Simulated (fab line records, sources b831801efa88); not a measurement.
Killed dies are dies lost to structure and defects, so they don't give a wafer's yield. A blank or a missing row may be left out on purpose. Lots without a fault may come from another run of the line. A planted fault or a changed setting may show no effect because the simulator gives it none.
A struck lot beside a sound one | flow sky130 | 23 steps out of a route of 708
Sound: wafers L740.1, L740.3, L740.4. Struck: wafer L732.3. (L732.5, L732.6 of the same lot were not struck and are left out.) The cause comes at the end.
At each step with rows: each side's tool, then ch and its chambers, then its first start. Under that, the readings that differ: sound wafers | struck wafers | difference of the means | sigmas: that difference in standard deviations of wafers without a fault.
alike: readings whose means differ by less than 2 such deviations, and words and numbers that are the same on both sides. not compared: withheld readings, readings that some wafer has no value for, bounds like >300 that may hide the same value, and numbers for which the record gives no deviation and whose values overlap.
The two part at a step that has a row with sigmas, a row that says differs or no value, or rows on one side only. Numbers that don't overlap but have no deviation are shown without sigmas and don't part them. A reading that every wafer of one side lacks parts them only if that side has two wafers or more.

first, 1 step without rows for these wafers: SKY_CAPM_DEVELOP_11 (develop time 60 s).
SKY_CAPM_OVL_MEAS_12:
  sound on overlay-01, day 42 06:49; struck on overlay-02, day 40 07:26
  alike: CAPM_OVL
SKY_CAPM_METAL_ETCH_13: etches TiN in Cl2/BCl3, stops on SiO2, target depth 220 nm, time 62.9 s.
  sound on rie_metal-02 ch 0,1, day 42 06:51; struck on rie_metal-04 ch 1, day 40 07:29
  reading                     | sound       | struck | difference | sigmas
  drypump_motor_current_A (A) | 5.6 5.6 5.7 | 6.4    | +0.8       | +2
  alike: he_backside_leak_sccm, oes_product_au, throttle_valve_pct
  not compared: rf_hours_counter_h
SKY_CAPM_STRIP_14: strips in O2/N2.
  sound on plasma_asher-01 ch 0,1, day 42 06:56; struck on plasma_asher-01 ch 0, day 40 07:34
  alike: drypump_motor_current_A, n2_flow_sccm, oes_product_au, strip_time_to_endpoint_s
  not compared: rf_hours_counter_h
then, 8 steps without rows for these wafers: SKY_CAPM_STRIP_15 (strips in post etch residue remover, time 1200 s); SKY_CAPM_CLEAN_16 (cleans in IPA, time 180 s); SKY_CAPM_CLEAN_17 (cleans in O3/DIW); SKY_METAL3_DEHYDRATE_05 (time 60 s); SKY_METAL3_HMDS_06 (prime time 60 s); SKY_METAL3_COAT_07 (resist thk 60 nm); SKY_METAL3_COAT_08 (resist thk 1140 nm); SKY_METAL3_SOFTBAKE_09 (time 90 s).
SKY_METAL3_EXPOSE_10: exposes mask MM3, target cd 300 nm.
  sound on krf_scanner-02 ch 0, day 42 17:51; struck on krf_scanner-01 ch 0, day 40 19:14
  alike: mask, focus_offset_nm
then, 2 steps without rows for these wafers: SKY_METAL3_PEB_11; SKY_METAL3_DEVELOP_12 (develop time 60 s).
SKY_METAL3_CD_MEAS_13: target cd 300 nm.
  sound on cd_sem-02, day 43 05:46; struck on cd_sem-01, day 41 08:16
  reading    | sound             | struck | difference | sigmas
  cd_nm (nm) | 298.5 299.3 299.6 | 268.6  | -30.5      | -22
SKY_METAL3_OVL_MEAS_14:
  sound on overlay-01, day 43 05:53; struck on overlay-02, day 41 08:21
  alike: METAL3_OVL
SKY_METAL3_DESCUM_15: chemistry O2, time 8 s.
  sound on rie_metal-04 ch 0,1, day 43 05:55; struck on rie_metal-01 ch 1, day 41 08:23
  reading                 | sound             | struck | difference | sigmas
  model.METAL3.cd_nm (nm) | 297.3 299.9 298.8 | 267.8  | -30.9      |
  alike: drypump_motor_current_A, he_backside_leak_sccm, oes_product_au
  not compared: rf_hours_counter_h
SKY_METAL3_ETCH_16: etches BARC in N2/H2, stops on SiO2, time 88.2 s, target depth 60 nm.
  sound on rie_metal-04 ch 0,1, day 43 05:57; struck on rie_metal-01 ch 1, day 41 08:26
  reading                | sound                | struck | difference | sigmas
  throttle_valve_pct (%) | 13.193 13.212 13.198 | 13.224 | +0.023     | +3
  alike: drypump_motor_current_A, he_backside_leak_sccm, n2_flow_sccm, oes_product_au
  not compared: rf_hours_counter_h
SKY_METAL3_ETCH_17: etches SiO2 in C4F8/O2/Ar, stops on TiN, time 3.9 s, target depth 15 nm.
  sound on rie_diel-01 ch 0,2,3, day 43 06:03; struck on rie_diel-01 ch 1, day 41 08:30
  alike: oes_product_au
  not compared: rf_hours_counter_h
SKY_METAL3_METAL_ETCH_18: etches the open film in Cl2/BCl3, stops on SiO2, target depth 845 nm, time 183.1 s.
  sound on rie_metal-03 ch 1, day 43 06:04; struck on rie_metal-03 ch 0, day 41 08:35
  reading                     | sound           | struck | difference | sigmas
  drypump_motor_current_A (A) | 6.5 6.5 6.5     | 5.8    | -0.7       | -2
  model.METAL3.cd_nm (nm)     | 302.6 302 304.3 | 266.4  | -36.6      |
  alike: he_backside_leak_sccm, oes_product_au, throttle_valve_pct
  not compared: rf_hours_counter_h
SKY_METAL3_STRIP_19: strips in O2/N2.
  sound on plasma_asher-02 ch 0,1, day 43 06:26; struck on plasma_asher-04 ch 0, day 41 08:44
  alike: drypump_motor_current_A, n2_flow_sccm, oes_product_au, strip_time_to_endpoint_s
  not compared: rf_hours_counter_h
-- the record jumps here: 7 days lie between the struck wafers' starts before and after (it left off in module METAL3 and takes up again in module PAD_OPEN, whose first step shown is number 708 of the route) --
SKY_PAD_OPEN_PROBE_99:
  sound on prober-02, day 49 10:00; struck on prober-02, day 48 03:39
  reading                        | sound                | struck | difference | sigmas
  model.etest.met3.width_nm (nm) | 300.4 300.3 305.7    | 265.9  | -36.2      |
  model.etest.met3.line_ohm_um   | 0.1438 0.1416 0.1411 | 0.1606 | +0.0184    |

WHERE THEY PART
First at SKY_CAPM_METAL_ETCH_13; last, within this record, at SKY_METAL3_METAL_ETCH_18. Later steps at which nothing parts them and some readings are alike: SKY_METAL3_STRIP_19.

WHY: what the simulator had put in
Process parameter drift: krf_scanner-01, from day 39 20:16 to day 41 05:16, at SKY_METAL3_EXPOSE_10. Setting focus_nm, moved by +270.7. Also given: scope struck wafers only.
